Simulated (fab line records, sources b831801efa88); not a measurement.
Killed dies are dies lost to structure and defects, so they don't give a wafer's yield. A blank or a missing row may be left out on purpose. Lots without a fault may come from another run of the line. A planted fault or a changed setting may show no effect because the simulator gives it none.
Which tool did it? | flow sky130 | 6 lots, 18 wafers sampled, at 2 steps of a route of 708

WHAT THE GAUGES READ, wafer by wafer
SKY_CONTACT_THK_MEAS_03.
lot  | measured     | on            | CONTACT_HDPCVD_THK (nm)
L827 | day 31 02:59 | film_metro-01 | 567 576 568
L829 | day 31 11:10 | film_metro-01 | 561 557 562
L833 | day 32 22:25 | film_metro-03 | 563 570 569
L836 | day 34 17:32 | film_metro-02 | 552 556 549
L843 | day 36 07:07 | film_metro-03 | 1072 569 567
L848 | day 37 15:24 | film_metro-02 | 562 566 561

WHICH TOOL RAN EACH LOT (tool, then ch and the chambers of the sampled wafers, then the start)
lot  | SKY_CONTACT_HDPCVD_02
L827 | hdpcvd-01 ch 0,1,2, day 31 02:55
L829 | hdpcvd-01 ch 0,1, day 31 11:05
L833 | hdpcvd-02 ch 0,2, day 32 22:20
L836 | hdpcvd-01 ch 1,2, day 34 17:27
L843 | hdpcvd-02 ch 0,1, day 36 07:02
L848 | hdpcvd-01 ch 1,2, day 37 15:19
- SKY_CONTACT_HDPCVD_02: deposits SiO2, target thk 565 nm, time 94.2 s.

THE ANSWER, worked out from the rows above alone
Rule: what is usual is taken from the lots themselves. Put in order of their means at a reading, lots are off if they are a third of the lots or fewer, leave a main group of 4 or more, and stand apart from it by a gap of 3 or more times the standard deviation of the main group's means; of several such gaps the widest counts. A main group whose means are all the same, to the digits that the tables above print for the reading, isn't used. A lot without any number at a reading at which 4 lots or more have one is off too. The other lots that the step has rows for count as sound.
Off: L843, at SKY_CONTACT_THK_MEAS_03 (CONTACT_HDPCVD_THK). The main group: mean 563 nm, standard deviation 6.2.
A tool fits if, at a process step before that reading, it ran every lot that is off, and no sound lot after the first of them. The gauges at SKY_CONTACT_THK_MEAS_03 are tried like those tools. Can't be told from this: 2 tools fit, hdpcvd-02 at SKY_CONTACT_HDPCVD_02, film_metro-03 at SKY_CONTACT_THK_MEAS_03.

WHAT THE SIMULATOR HAD PUT IN
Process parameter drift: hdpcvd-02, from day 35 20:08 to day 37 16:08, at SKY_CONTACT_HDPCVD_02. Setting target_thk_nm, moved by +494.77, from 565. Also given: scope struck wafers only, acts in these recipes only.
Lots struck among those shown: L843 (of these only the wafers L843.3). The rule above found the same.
